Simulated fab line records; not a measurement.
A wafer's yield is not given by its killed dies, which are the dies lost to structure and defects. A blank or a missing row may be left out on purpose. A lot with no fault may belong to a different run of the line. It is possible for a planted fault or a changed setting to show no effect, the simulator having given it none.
Which of the tools did it?    flow sfq_line    45 wafers from 15 lots sampled at 6 of the route's 325 steps

== WHAT THE GAUGES SHOWED, per wafer ==
SFQ_R5_RS_MEAS_933: a four-point-probe measurement. Usual: R5_MONX_RS typically reads 7.03 ohm/sq, with standard deviation 0.079.
lot   measured      on             R5_MONX_RS (ohm/sq)            flag
L838  day 56 13:07  film_metro-01  6.98 6.94 6.92                 
L839  day 56 20:44  film_metro-01  7.01 6.89 6.87                 
L840  day 57 00:10  film_metro-01  7.13 7.15 7.06                 
L842  day 57 08:44  film_metro-01  9.57 9.54 9.57 9.58 9.56 9.58  OFF
L844  day 57 16:59  film_metro-02  9.74 9.74 9.79 9.74 9.77 9.80  OFF
L846  day 58 02:04  film_metro-02  9.70 9.68 9.68 9.73 9.70 9.70  OFF
L847  day 58 04:46  film_metro-01  7.13 7.02 6.93                 
L849  day 59 12:28  film_metro-01  7.08 7.14 7.05                 
L852  day 60 03:31  film_metro-01  7.06 7.10 7.08                 
L854  day 60 11:55  film_metro-02  7.04 6.99 7.04                 
L856  day 60 17:53  film_metro-02  7.04 7.03 7.08                 
L857  day 60 23:55  film_metro-02  6.97 7.12 7.17                 
L858  day 61 02:55  film_metro-02  6.99 7.06 7.00                 
L859  day 61 05:56  film_metro-02  6.97 6.93 6.97                 
L860  day 61 21:46  film_metro-01  7.04 7.05 6.98                 

SFQ_R5_THK_MEAS_934: measures by xrf. Usual: R5_MONX_THK typically reads 39.6 nm, with standard deviation 0.47.
lot   measured      on             R5_MONX_THK (nm)               flag
L838  day 56 13:13  film_metro-01  39.5 39.7 39.5                 
L839  day 56 20:51  film_metro-01  39.5 40.1 40.5                 
L840  day 57 00:17  film_metro-01  39.2 39.0 39.4                 
L842  day 57 10:41  film_metro-01  28.3 28.4 28.6 28.5 28.3 28.4  OFF
L844  day 57 19:26  film_metro-02  28.1 28.1 27.9 28.0 28.2 28.0  OFF
L846  day 58 08:05  film_metro-02  28.1 27.9 28.3 28.0 28.1 28.3  OFF
L847  day 58 04:52  film_metro-01  38.8 39.5 39.9                 
L849  day 59 12:34  film_metro-01  39.2 38.8 39.4                 
L852  day 60 03:38  film_metro-01  39.3 39.3 39.2                 
L854  day 60 12:01  film_metro-02  39.5 39.7 39.6                 
L856  day 60 18:01  film_metro-02  39.7 39.8 39.4                 
L857  day 61 00:01  film_metro-02  40.0 39.3 38.8                 
L858  day 61 03:01  film_metro-02  39.8 39.1 39.8                 
L859  day 61 06:04  film_metro-02  39.8 40.2 40.2                 
L860  day 61 21:53  film_metro-01  39.3 39.2 39.6                 

== WHAT TOOL EACH LOT RAN ON (gives the tool, then ch and the chambers of the sampled wafers, and finally the start) ==
lot   SFQ_TRILAYER_I4_VIA_BARC_OPEN_VIA_ETCH_146  SFQ_TRILAYER_JJ_CE_STRIP_STRIP_120  SFQ_TRILAYER_R5_DEP_SPUTTER_133  SFQ_TRILAYER_R5_DEP_SPUTTER_134
L838  rie_diel-04 ch 0,1,2, day 48 16:54          rie_metal-03 ch 0,1, day 54 20:55   pvd_sputter-06, day 56 13:01     pvd_sputter-06, day 56 13:04
L839  rie_diel-01 ch 0,2,3, day 50 04:59          rie_metal-01 ch 0,1, day 56 12:04   pvd_sputter-04, day 56 20:39     pvd_sputter-04, day 56 20:42
L840  rie_diel-04 ch 1,2,3, day 50 10:49          rie_metal-02 ch 0,1, day 56 15:40   pvd_sputter-04, day 57 00:06     pvd_sputter-04, day 57 00:09
L842  rie_diel-04 ch 1,2, day 50 18:01            rie_metal-02 ch 0,1, day 57 00:04   pvd_sputter-04, day 57 08:39     pvd_sputter-04, day 57 08:42
L844  rie_diel-02 ch 1,2, day 51 04:49            rie_metal-01 ch 0,1, day 57 08:40   pvd_sputter-04, day 57 16:52     pvd_sputter-04, day 57 16:55
L846  rie_diel-01 ch 1,2,3, day 51 10:49          rie_metal-03 ch 0,1, day 57 15:40   pvd_sputter-04, day 58 01:59     pvd_sputter-04, day 58 02:02
L847  rie_diel-02 ch 2,3, day 51 14:25            rie_metal-01 ch 0,1, day 57 18:16   pvd_sputter-06, day 58 04:39     pvd_sputter-06, day 58 04:42
L849  rie_diel-04 ch 0,1,2, day 53 00:01          rie_metal-02 ch 0,1, day 59 03:52   pvd_sputter-06, day 59 12:22     pvd_sputter-06, day 59 12:25
L852  rie_diel-01 ch 0,1,2, day 53 12:49          rie_metal-02 ch 0,1, day 59 16:52   pvd_sputter-05, day 60 03:26     pvd_sputter-05, day 60 03:29
L854  rie_diel-04 ch 1,2,3, day 53 22:25          rie_metal-02 ch 0,1, day 60 01:16   pvd_sputter-06, day 60 11:49     pvd_sputter-06, day 60 11:52
L856  rie_diel-01 ch 0,3, day 54 05:37            rie_metal-01 ch 0,1, day 60 06:04   pvd_sputter-05, day 60 17:49     pvd_sputter-05, day 60 17:52
L857  rie_diel-04 ch 1,3, day 54 06:49            rie_metal-03 ch 0,1, day 60 07:16   pvd_sputter-06, day 60 23:49     pvd_sputter-06, day 60 23:52
L858  rie_diel-02 ch 1,3, day 54 14:01            rie_metal-01 ch 0,1, day 60 14:39   pvd_sputter-06, day 61 02:49     pvd_sputter-06, day 61 02:52
L859  rie_diel-01 ch 0,2,3, day 54 21:13          rie_metal-01 ch 0,1, day 60 20:41   pvd_sputter-04, day 61 05:52     pvd_sputter-04, day 61 05:55
L860  rie_diel-02 ch 0,1,3, day 55 12:49          rie_metal-02 ch 0,1, day 61 11:03   pvd_sputter-05, day 61 21:42     pvd_sputter-05, day 61 21:45
- SFQ_TRILAYER_I4_VIA_BARC_OPEN_VIA_ETCH_146: etches BARC in O2, target depth 125 nm, time 41.7 s.
- SFQ_TRILAYER_JJ_CE_STRIP_STRIP_120: strips in O2.
- SFQ_TRILAYER_R5_DEP_SPUTTER_133: material MoNx, target thk 40 nm, time 66.7 s.
- SFQ_TRILAYER_R5_DEP_SPUTTER_134: material Ti, target thk 5 nm, time 5 s.

== AS READ BY THE TOOLS THEMSELVES (means over the sampled wafers that have a number; for cases with no such wafer, the mark the record gives instead) ==
SFQ_TRILAYER_I4_VIA_BARC_OPEN_VIA_ETCH_146. Usual: chamber_pressure_mTorr 30.000 mTorr, standard deviation 0.024; drypump_motor_current_A 6.0 A, standard deviation 0.56; oes_product_au 0.685 a.u., standard deviation 0.0045.
lot   tool         chamber_pressure_mTorr (mTorr)  drypump_motor_current_A (A)  oes_product_au (a.u.)  flag
L838  rie_diel-04  29.992                          6.0                          0.686                  
L839  rie_diel-01  30.022                          5.8                          0.686                  
L840  rie_diel-04  30.003                          6.1                          0.684                  
L842  rie_diel-04  30.003                          6.4                          0.685                  
L844  rie_diel-02  29.993                          6.0                          0.683                  
L846  rie_diel-01  29.994                          6.0                          0.680                  
L847  rie_diel-02  29.993                          6.0                          0.689                  
L849  rie_diel-04  29.993                          5.9                          0.681                  
L852  rie_diel-01  29.994                          5.9                          0.691                  
L854  rie_diel-04  29.976                          6.2                          0.687                  
L856  rie_diel-01  29.988                          6.3                          0.683                  
L857  rie_diel-04  29.996                          6.2                          0.686                  
L858  rie_diel-02  30.005                          5.6                          0.687                  
L859  rie_diel-01  29.993                          5.8                          0.689                  
L860  rie_diel-02  29.991                          5.5                          0.682                  

SFQ_TRILAYER_JJ_CE_STRIP_STRIP_120. Usual: chamber_pressure_mTorr 50.00 mTorr, standard deviation 0.046; drypump_motor_current_A 5.4 A, standard deviation 0.39; oes_product_au 1.001 a.u., standard deviation 0.014.
lot   tool          chamber_pressure_mTorr (mTorr)  drypump_motor_current_A (A)  oes_product_au (a.u.)  flag
L838  rie_metal-03  49.98                           5.3                          1.004                  
L839  rie_metal-01  50.01                           5.5                          0.997                  
L840  rie_metal-02  50.02                           5.0                          1.006                  
L842  rie_metal-02  50.05                           5.3                          1.006                  
L844  rie_metal-01  49.97                           5.6                          1.002                  
L846  rie_metal-03  49.98                           5.4                          1.009                  
L847  rie_metal-01  50.04                           5.5                          1.002                  
L849  rie_metal-02  50.02                           5.0                          1.006                  
L852  rie_metal-02  49.98                           5.4                          0.993                  
L854  rie_metal-02  50.00                           5.0                          1.004                  
L856  rie_metal-01  49.99                           5.7                          0.990                  
L857  rie_metal-03  49.97                           5.3                          1.002                  
L858  rie_metal-01  49.98                           5.6                          1.002                  
L859  rie_metal-01  50.02                           5.7                          0.993                  
L860  rie_metal-02  49.99                           5.0                          0.999                  

SFQ_TRILAYER_R5_DEP_SPUTTER_133. Usual: throttle_valve_pct at 29.9 %, with a standard deviation of 0.77.
lot   tool            throttle_valve_pct (%)  flag
L838  pvd_sputter-06  30.0                    
L839  pvd_sputter-04  29.8                    
L840  pvd_sputter-04  30.7                    
L842  pvd_sputter-04  30.5                    
L844  pvd_sputter-04  30.9                    
L846  pvd_sputter-04  29.7                    
L847  pvd_sputter-06  30.3                    
L849  pvd_sputter-06  29.5                    
L852  pvd_sputter-05  29.4                    
L854  pvd_sputter-06  30.0                    
L856  pvd_sputter-05  29.4                    
L857  pvd_sputter-06  30.4                    
L858  pvd_sputter-06  29.8                    
L859  pvd_sputter-04  30.5                    
L860  pvd_sputter-05  29.3                    

SFQ_TRILAYER_R5_DEP_SPUTTER_134. Usual: throttle_valve_pct at 29.9 %, with a standard deviation of 0.77.
lot   tool            throttle_valve_pct (%)  flag
L838  pvd_sputter-06  29.8                    
L839  pvd_sputter-04  29.7                    
L840  pvd_sputter-04  30.7                    
L842  pvd_sputter-04  30.5                    
L844  pvd_sputter-04  31.0                    
L846  pvd_sputter-04  29.7                    
L847  pvd_sputter-06  30.5                    
L849  pvd_sputter-06  29.4                    
L852  pvd_sputter-05  29.6                    
L854  pvd_sputter-06  30.1                    
L856  pvd_sputter-05  29.4                    
L857  pvd_sputter-06  30.2                    
L858  pvd_sputter-06  29.8                    
L859  pvd_sputter-04  30.6                    
L860  pvd_sputter-05  29.3                    

== THE ANSWER, worked out from the rows above alone ==
Rule: lot off if the mean of its wafers having a number is beyond 3 standard deviations from the usual mean. A lot without any number at a reading at which 4 lots or more have one is off too. The other lots that the step has rows for count as sound. The gauges are gone through in route order, then the tools' own readings, and for those a lot's mean is taken as printed above. At the first step where some lot is off, the reading lying furthest off is the one used; lots without a number count as furthest.
Off: L842, L844, L846, seen at SFQ_R5_RS_MEAS_933 (R5_MONX_RS).
A tool fits if, at a process step before that reading, it ran every lot that is off, and no sound lot after the first of them. The gauges at SFQ_R5_RS_MEAS_933 are tried like those tools. Of those tried, none fits.

== WHAT THE SIMULATOR HAD PUT IN ==
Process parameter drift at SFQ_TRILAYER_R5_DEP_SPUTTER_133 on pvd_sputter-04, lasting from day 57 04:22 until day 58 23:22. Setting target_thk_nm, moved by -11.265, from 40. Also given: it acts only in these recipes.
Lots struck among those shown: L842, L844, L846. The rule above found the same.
